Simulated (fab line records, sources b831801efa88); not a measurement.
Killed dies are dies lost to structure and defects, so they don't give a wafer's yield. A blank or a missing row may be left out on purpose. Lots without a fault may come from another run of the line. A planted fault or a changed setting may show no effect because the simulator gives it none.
fab line records | flow sky130
record lots=13 wafers=37 last_day=50
route steps=708 shown SONOS_ONO@171 CONTACT@408
lots that met no fault: from a run of the same line without faults
start_h: hours from the record's first day to the start of the lot's first wafer shown | wait_h: hours since the lot's step before | " the same as in the row above | L1.1+2: a row that stands for several wafers | - no value, or no start given | * or withheld: withheld | < > ~ a bound
route shown NAME@n: a module of which the file shows steps, and the number in the route of the first | usual: mean/standard deviation of fault-free wafers | same: alike in all rows | chamber/n: place in a boat | sites: the reading at each site | _std_site: their standard deviation | _edge_site: outer sites' mean less inner sites' | radius_mm: how far each site lies from the wafer's centre | mask NAME#n: copy n | behind: the tool/chamber that last shaped the wafer | hold: why the lot was held/for how many hours/how that ended | device: the transistor (n, p or np) that didn't switch | end of line: the same wafers' tests at the end of the route | a step without rows: its recipe alone | killed: dies lost to structure and defects at the first sort, not the wafer's yield | map: a wafer's dies, x killed, . not, _ none there
set.NAME: the setting as run; set.NAME@STEP: as run at that earlier step | model.NAME: the simulator's own value behind a step, which no gauge read
steps of the route over a sample of lots; a table a step, a row a wafer
services: from which hour (start_h, from the record's first day; less than 0 if before it) a tool's chamber was out of use, for how many hours, and why
## steps
# step SKY_SONOS_ONO_THK_MEAS_03
# recipe reads=Si3N4_of_SONOS_ONO_CVD_02
# usual SONOS_ONO_CVD_02_THK=10.41/0.13
# columns lot.wafer tool chamber start_h wait_h SONOS_ONO_CVD_02_THK[nm]
L861.2 film_metro-04 - 261.41 0.0 10.37
L861.3 " - " " 10.38
L861.5 " - " " 10.42
L864.2 film_metro-01 - 285.54 0.0 10.53
L864.4 " - " " 10.66
L864.6 " - " " 10.56
L863.3 film_metro-03 - 285.55 0.0 10.41
L863.4 " - " " 10.39
L863.6 " - " " 10.53
L865.1 film_metro-01 - 294.83 0.0 10.28
L865.5 " - " " 10.13
L865.6 " - " " 10.30
L866.4 film_metro-04 - 301.00 0.0 10.50
L866.5 " - " " 10.44
L868.1 film_metro-04 - 314.22 0.0 10.26
L868.5 " - " " 10.26
L877.1 film_metro-04 - 395.62 0.0 10.44
L877.2 " - " " 10.53
L877.3 " - " " 10.35
L879.1 film_metro-01 - 409.28 0.0 10.48
L879.2 " - " " 10.42
L879.5 " - " " 10.37
L878.2 film_metro-04 - 409.29 0.0 10.36
L878.3 " - " " 10.44
L878.4 " - " " 10.43
L880.1 film_metro-01 - 418.88 0.0 10.55
L880.3 " - " " 10.61
L880.5 " - " " 10.60
L881.3 film_metro-04 - 426.89 0.0 10.25
L881.4 " - " " 10.18
L881.6 " - " " 10.17
L882.2 film_metro-01 - 431.39 0.0 10.36
L882.3 " - " " 10.34
L882.5 " - " " 10.26
L883.4 film_metro-04 - 439.15 0.0 10.52
L883.5 " - " " 10.60
L883.6 " - " " 10.49
# step SKY_CONTACT_HDPCVD_02
# recipe material=SiO2 target_thk_nm=565 sigma_open_frac=0.3 time_s=94.2 temp_c=600 sih4_flow_sccm=60 pressure_mtorr=6
# usual run_length_s=122.0/0.75
# columns lot.wafer tool chamber start_h wait_h run_length_s
L861.2 hdpcvd-02 2 712.69 0.0 121.3
L861.3 " 0 " " 122.3
L861.5 " 2 " " 121.2
L863.3 hdpcvd-01 1 744.36 0.0 121.9
L863.4 " 2 " " 122.4
L863.6 " 0 " " 121.5
L864.2 hdpcvd-02 2 746.04 0.0 121.0
L864.4 " 2 " " 121.9
L864.6 " 1 " " 123.2
L865.1 hdpcvd-01 2 747.94 0.1 122.8
L865.5 " 2 " " 122.4
L865.6 " 0 " " 121.3
L866.4 hdpcvd-01 1 754.67 0.1 142.0
L866.5 " 2 " " 143.1
L868.1 hdpcvd-01 0 766.23 0.1 121.5
L868.5 " 1 " " 141.8
L877.1 hdpcvd-01 0 841.20 0.1 121.5
L877.2 " 2 " " 122.7
L877.3 " 1 " " 121.8
L878.2 hdpcvd-01 1 855.93 0.0 122.1
L878.3 " 2 " " 122.7
L878.4 " 2 " " 122.7
L879.1 hdpcvd-02 0 860.36 0.1 121.6
L879.2 " 1 " " 122.8
L879.5 " 2 " " 121.1
L880.1 hdpcvd-02 1 865.58 0.1 122.9
L880.3 " 2 " " 121.1
L880.5 " 2 " " 121.4
L881.3 hdpcvd-01 2 870.37 0.0 122.6
L881.4 " 1 " " 121.5
L881.6 " 0 " " 121.4
L882.2 hdpcvd-01 0 878.52 0.0 121.2
L882.3 " 1 " " 121.5
L882.5 " 1 " " 121.6
L883.4 hdpcvd-01 1 882.71 0.1 121.7
L883.5 " 0 " " 121.8
L883.6 " 2 " " 122.3
# step SKY_CONTACT_THK_MEAS_03
# recipe reads=SiO2_of_CONTACT_HDPCVD_02
# usual CONTACT_HDPCVD_THK=566/6.7
# columns lot.wafer tool chamber start_h wait_h CONTACT_HDPCVD_THK[nm]
L861.2 film_metro-01 - 712.77 0.0 556
L861.3 " - " " 563
L861.5 " - " " 561
L863.3 film_metro-03 - 744.44 0.1 574
L863.4 " - " " 566
L863.6 " - " " 580
L864.2 film_metro-04 - 746.12 0.0 557
L864.4 " - " " 563
L864.6 " - " " 562
L865.1 film_metro-01 - 748.01 0.0 554
L865.5 " - " " 552
L865.6 " - " " 563
L866.4 film_metro-04 - 754.74 0.0 684
L866.5 " - " " 673
L868.1 film_metro-03 - 766.30 0.0 567
L868.5 " - " " 680
L877.1 film_metro-03 - 841.27 0.0 580
L877.2 " - " " 569
L877.3 " - " " 576
L878.2 film_metro-04 - 856.01 0.0 570
L878.3 " - " " 567
L878.4 " - " " 569
L879.1 film_metro-03 - 860.43 0.0 569
L879.2 " - " " 571
L879.5 " - " " 566
L880.1 film_metro-01 - 865.65 0.0 572
L880.3 " - " " 573
L880.5 " - " " 575
L881.3 film_metro-01 - 870.46 0.1 560
L881.4 " - " " 569
L881.6 " - " " 580
L882.2 film_metro-03 - 878.60 0.0 582
L882.3 " - " " 563
L882.5 " - " " 569
L883.4 film_metro-01 - 882.77 0.0 562
L883.5 " - " " 573
L883.6 " - " " 557
# step SKY_CONTACT_CMP_04
# recipe material=SiO2 down_force_psi=4 platen_rpm=60 pad_velocity_m_s=0.94248
# usual motor_current_A=10.9/1 time_to_endpoint_s=83/3.6
# columns lot.wafer tool chamber start_h wait_h motor_current_A time_to_endpoint_s
L861.3 cmp-02 0 712.92 0.1 10.8 85
L861.2 " 1 " " 11.9 85
L861.5 " 3 " " 11.3 86
L863.4 cmp-01 2 744.53 0.1 11.3 79
L863.3 " 3 " " 10.7 83
L863.6 " 1 " " 12.9 89
L864.4 cmp-01 3 746.27 0.1 11.4 77
L864.2 " 0 " " 10.3 84
L864.6 " 1 " " 13.1 78
L865.1 cmp-02 0 748.12 0.1 10.4 78
L865.6 " 3 " " 10.7 84
L865.5 " 0 " " 10.4 81
L866.4 cmp-01 1 754.82 0.1 13.3 124
L866.5 " 1 " " 12.9 122
L868.1 cmp-02 3 766.36 0.1 10.5 84
L868.5 " 0 " " 10.0 124
L877.3 cmp-02 3 841.33 0.0 10.5 84
L877.1 " 0 " " 11.5 86
L877.2 " 2 " " 9.5 86
L878.2 cmp-02 0 856.06 0.0 10.0 85
L878.3 " 2 " " 9.7 90
L878.4 " 3 " " 11.0 86
L879.1 cmp-02 2 860.62 0.2 9.9 83
L879.2 " 1 " " 12.1 84
L879.5 " 2 " " 9.6 82
L880.1 cmp-02 2 865.71 0.1 9.9 88
L880.3 " 3 " " 11.1 80
L880.5 " 2 " " 10.3 87
L881.3 cmp-02 2 870.60 0.1 10.2 81
L881.4 " 3 " " 10.9 81
L881.6 " 0 " " 10.3 85
L882.3 cmp-02 3 878.78 0.2 11.1 80
L882.2 " 2 " " 9.6 89
L882.5 " 0 " " 10.3 83
L883.4 cmp-02 2 883.31 0.5 10.1 86
L883.6 " 3 " " 10.2 80
L883.5 " 0 " " 10.8 85
# step SKY_CONTACT_BOW_MEAS_05
# recipe mode=bow
# usual CONTACT_BOW=83/6.7
# columns lot.wafer tool chamber start_h wait_h CONTACT_BOW[um]
L861.2 film_metro-04 - 713.14 0.1 76
L861.3 " - " " 87
L861.5 " - " " 81
L863.3 film_metro-01 - 744.82 0.2 81
L863.4 " - " " 82
L863.6 " - " " 86
L864.2 film_metro-04 - 746.49 0.1 91
L864.4 " - " " 98
L864.6 " - " " 92
L865.1 film_metro-03 - 748.37 0.2 84
L865.5 " - " " 84
L865.6 " - " " 68
L866.4 film_metro-04 - 755.13 0.3 82
L866.5 " - " " 85
L868.1 film_metro-04 - 766.66 0.2 81
L868.5 " - " " 84
L877.1 film_metro-04 - 841.63 0.2 85
L877.2 " - " " 86
L877.3 " - " " 77
L878.2 film_metro-03 - 856.38 0.3 80
L878.3 " - " " 85
L878.4 " - " " 82
L879.1 film_metro-01 - 860.92 0.2 81
L879.2 " - " " 74
L879.5 " - " " 84
L880.1 film_metro-04 - 866.01 0.2 77
L880.3 " - " " 85
L880.5 " - " " 76
L881.3 film_metro-03 - 870.84 0.2 85
L881.4 " - " " 94
L881.6 " - " " 82
L882.2 film_metro-03 - 879.10 0.1 80
L882.3 " - " " 61
L882.5 " - " " 73
L883.4 film_metro-04 - 883.52 0.2 71
L883.5 " - " " 82
L883.6 " - " " 83
# step SKY_CONTACT_THK_MEAS_26
# recipe thk_meas_gauge=xrf reads=W_of_CONTACT_CVD_24
# usual CONTACT_W_THK=344/4.2
# columns lot.wafer tool chamber start_h wait_h CONTACT_W_THK[nm]
L861.2 film_metro-03 - 741.12 0.1 335
L861.3 " - " " 335
L861.5 " - " " 341
L863.3 film_metro-03 - 772.45 0.1 346
L863.4 " - " " 350
L863.6 " - " " 342
L864.2 film_metro-04 - 774.84 0.1 347
L864.4 " - " " 342
L864.6 " - " " 348
L865.1 film_metro-01 - 776.58 0.1 347
L865.5 " - " " 345
L865.6 " - " " 344
L866.4 film_metro-01 - 783.11 0.1 345
L866.5 " - " " 345
L868.1 film_metro-03 - 794.12 0.1 349
L868.5 " - " " 336
L877.1 film_metro-03 - 868.38 0.1 345
L877.2 " - " " 348
L877.3 " - " " 347
L878.2 film_metro-03 - 882.71 0.1 346
L878.3 " - " " 338
L878.4 " - " " 342
L879.1 film_metro-01 - 887.98 0.1 347
L879.2 " - " " 335
L879.5 " - " " 353
L880.1 film_metro-03 - 892.84 0.1 349
L880.3 " - " " 346
L880.5 " - " " 342
L881.3 film_metro-01 - 897.35 0.1 338
L881.4 " - " " 346
L881.6 " - " " 342
L882.2 film_metro-04 - 905.22 0.1 338
L882.3 " - " " 337
L882.5 " - " " 338
L883.4 film_metro-01 - 908.89 0.1 345
L883.5 " - " " 352
L883.6 " - " " 341
## services
# columns tool chamber start_h hours kind
cmp-02 - 693.61 1.4 repair
cmp-01 - 696.99 0.6 repair
cmp-01 - 726.60 5.5 pm
cmp-02 - 744.00 4.0 pm
cmp-02 - 748.00 - consumable_replace:conditioner
cmp-02 - 748.00 - consumable_replace:pad
cmp-02 - 793.30 0.3 repair
hdpcvd-01 - 808.87 2.2 repair
cmp-01 - 819.73 0.9 repair
cmp-02 - 822.34 0.8 repair
cmp-01 - 831.29 63.6 repair
cmp-01 - 841.77 2.3 repair
hdpcvd-02 2 855.97 3.4 repair
## key
first_sign step=SKY_CONTACT_HDPCVD_02 reading=run_length_s direction=up sigmas=27 usual=* struck=*
effect step=SKY_CONTACT_THK_MEAS_03 reading=CONTACT_HDPCVD_THK direction=up sigmas=17 usual=566 struck=679
effect step=SKY_CONTACT_CMP_04 reading=time_to_endpoint_s direction=up sigmas=11 usual=* struck=*
met_at SKY_CONTACT_HDPCVD_02
struck_lots L866,L868
struck_wafers L866.4,L866.5,L868.5
tester_left_out L866,L868
not_acting_at SKY_SONOS_ONO_THK_MEAS_03,SKY_CONTACT_BOW_MEAS_05,SKY_CONTACT_THK_MEAS_26
onset_between 747.94 754.67
fault kind=process_parameter_drift tool=hdpcvd-01 chamber=- onset_h=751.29 steps=SKY_CONTACT_HDPCVD_02 channel=time_s offset=* shape=step end_h=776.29 scope=struck_wafers_only acts_in=* stated=*
# tester_left_out: of these lots the tester's yield and bins aren't shown, on N5 and GAA mostly nor the transistor test; their killed dies are dies lost to structure and defects alone, not to doping, threshold or leakage, so they don't give the yield
